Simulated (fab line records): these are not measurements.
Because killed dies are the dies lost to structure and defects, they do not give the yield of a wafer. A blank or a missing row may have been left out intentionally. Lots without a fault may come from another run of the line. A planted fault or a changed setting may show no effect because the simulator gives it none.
Which tool was responsible? ; flow gf180mcu ; Sampling: 14 lots, 42 wafers, 2 of 602 route steps

== WHAT THE GAUGES SHOWED, per wafer ==
GF_M2_CD_MEAS_14: target cd 280 nm.
lot;measured;on;cdNm (nm)
L247;day 20 04:55;cdSem-02;280.4 280.1 280.1
L249;day 20 16:22;cdSem-01;280.8 281.6 281.8
L251;day 21 06:37;cdSem-02;280.0 278.9 280.4
L252;day 21 13:28;cdSem-02;281.2 280.6 281.5
L253;day 22 01:46;cdSem-02;278.7 278.2 278.3
L257;day 23 10:40;cdSem-01;280.4 280.9 280.5
L261;day 24 19:46;cdSem-02;279.8 278.3 280.0
L262;day 24 22:08;cdSem-02;281.4 281.0 282.1
L263;day 25 11:46;cdSem-02;279.5 278.9 279.0
L264;day 26 02:44;cdSem-01;280.0 279.0 279.1
L265;day 26 07:09;cdSem-02;279.9 281.1 281.9
L266;day 26 11:53;cdSem-02;281.5 280.9 281.5
L268;day 26 19:43;cdSem-02;278.5 279.1 278.4
L269;day 26 23:58;cdSem-01;280.3 280.7 279.7

== EACH LOT AND THE TOOL THAT RAN IT (in order: tool; ch and the chambers of the sampled wafers; start) ==
lot;GF_M2_SPUTTER_03
L247;pvdSputter-03, day 19 04:51
L249;pvdSputter-03, day 19 15:50
L251;pvdSputter-02, day 20 06:16
L252;pvdSputter-02, day 20 13:14
L253;pvdSputter-02, day 21 02:02
L257;pvdSputter-01, day 22 11:28
L261;pvdSputter-02, day 23 21:31
L262;pvdSputter-01, day 24 00:19
L263;pvdSputter-01, day 24 14:46
L264;pvdSputter-03, day 25 05:08
L265;pvdSputter-02, day 25 10:30
L266;pvdSputter-03, day 25 15:15
L268;pvdSputter-01, day 25 23:14
L269;pvdSputter-02, day 26 03:23
- GF_M2_SPUTTER_03: material Ti, target thk 10 nm, time 6.7 s.

== WHAT THE TOOLS THEMSELVES READ (means of the sampled wafers that have a number; where no wafer has one, the mark that the record gives instead) ==
GF_M2_SPUTTER_03.
lot;tool;throttleValvePct (%)
L247;pvdSputter-03;29.5
L249;pvdSputter-03;30.3
L251;pvdSputter-02;29.7
L252;pvdSputter-02;30.3
L253;pvdSputter-02;30.9
L257;pvdSputter-01;30.4
L261;pvdSputter-02;30.3
L262;pvdSputter-01;30.1
L263;pvdSputter-01;30.2
L264;pvdSputter-03;30.4
L265;pvdSputter-02;30.7
L266;pvdSputter-03;29.4
L268;pvdSputter-01;30.5
L269;pvdSputter-02;30.8

== THE ANSWER, worked out from the rows above alone ==
Rule: usual is defined by the lots themselves. The widest of any qualifying gaps counts: lots, ordered by their means at a reading, are off when they make up no more than a third of the lots, leave a main group of 4 or more, and stand apart from it by 3 or more times the standard deviation of that group's means. Not used: any main group whose means are identical at the precision the tables above print for the reading. A lot without any number at a reading at which 4 lots or more have one is off too. The other lots that the step has rows for count as sound. After the gauges, taken in route order, come the tools' own readings; for these a lot's mean is taken, as printed above. At the first step where some lot is off, the reading lying furthest off is the one used; lots without a number count as furthest.
No lot is off on any of the readings shown, so nothing can be concluded from this.

== WHAT THE SIMULATOR PUT IN ==
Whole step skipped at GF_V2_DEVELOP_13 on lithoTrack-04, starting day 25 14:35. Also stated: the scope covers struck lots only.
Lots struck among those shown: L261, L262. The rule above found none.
